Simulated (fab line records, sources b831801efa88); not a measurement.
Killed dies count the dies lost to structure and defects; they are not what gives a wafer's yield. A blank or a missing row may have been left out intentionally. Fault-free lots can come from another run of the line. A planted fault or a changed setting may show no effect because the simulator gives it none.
A lot that was struck, set against a sound lot / flow gf180mcu / 15 out of 602 route steps
Sound: these wafers, L347.3, L347.5, L347.6. Wafers struck: L357.1, L357.3, L357.5. The cause is given at the end.
Order at every step that has rows: each side's tool, ch and its chambers, its first start. Under that, the readings that differ: sound wafers / struck wafers / difference of the means / sigmas: that difference in standard deviations of wafers without a fault.
alike: words and numbers the same on both sides, and readings whose means are apart by under 2 such deviations; not compared: readings that were withheld, readings missing a value for some wafer, numbers with overlapping values and no deviation given by the record, and bounds like >300 which may hide the same value.
The two part at a step that has a row with sigmas, a row that says differs or no value, or rows on one side only. Numbers that don't overlap but have no deviation are shown without sigmas and don't part them. A reading missing from all wafers of one side parts the sides only when that side holds two or more wafers.

first, 1 step without rows for these wafers: GF_HV_LDD_DEVELOP_06 (develop time 60 s).
GF_HV_LDD_CD_MEAS_07: target cd 400 nm.
  sound on cdSem-01, day 13 11:42; struck on cdSem-01, day 16 11:23
  alike: cdNm
GF_HV_LDD_OVL_MEAS_08:
  sound on overlay-02, day 13 11:48; struck on overlay-02, day 16 11:31
  alike: HV_LDD_OVL
then, 1 step without rows for these wafers: GF_HV_LDD_IMPLANT_09.
GF_HV_LDD_STRIP_10: strips in O2/N2.
  sound on plasmaAsher-03 ch 0,1, day 13 12:00; struck on plasmaAsher-01 ch 0,1, day 16 11:42
  alike: drypumpMotorCurrentA, heaterPowerW, oesProductAu, stripTimeToEndpointS
  not compared: rfHoursCounterH
GF_HV_LDD_TW_MEAS_11:
  sound on filmMetro-02, day 13 12:05; struck on filmMetro-02, day 16 11:50
  alike: HV_LDD_TW
then, 6 steps without rows for these wafers: GF_HV_LDD_DEHYDRATE_12 (time 60 s); GF_HV_LDD_HMDS_13 (prime time 60 s); GF_HV_LDD_COAT_14 (resist thk 1000 nm); GF_HV_LDD_SOFTBAKE_15 (time 60 s); GF_HV_LDD_EXPOSE_16 (exposes mask Pplus LV AREA, target cd 400 nm); GF_HV_LDD_PEB_17.
GF_HV_LDD_DEVELOP_18: develop time 60 s.
  sound on lithoTrack-02 ch 0, day 14 07:53; struck on lithoTrack-01 ch 0, day 17 10:09
reading=developerTempC (C); sound=22.99 22.98 22.80; struck=22.32 22.37 22.50; difference=-0.53; sigmas=-4
  alike: exhaustPa
GF_HV_LDD_CD_MEAS_19: target cd 400 nm.
  sound on cdSem-01, day 14 08:02; struck on cdSem-01, day 17 10:18
reading=cdNm (nm); sound=403.0 401.5 402.3; struck=400.0 395.2 397.7; difference=-4.6; sigmas=-2
then, 1 step without rows for these wafers: GF_PASSIVATION_PROBE_99.

## WHERE THEY PART
Earliest at GF_HV_LDD_DEVELOP_18; latest, in this record, at GF_HV_LDD_CD_MEAS_19.

WHY: whatever the simulator had introduced
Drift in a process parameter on lithoTrack-01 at GF_HV_LDD_DEVELOP_18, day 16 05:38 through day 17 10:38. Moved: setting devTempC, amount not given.
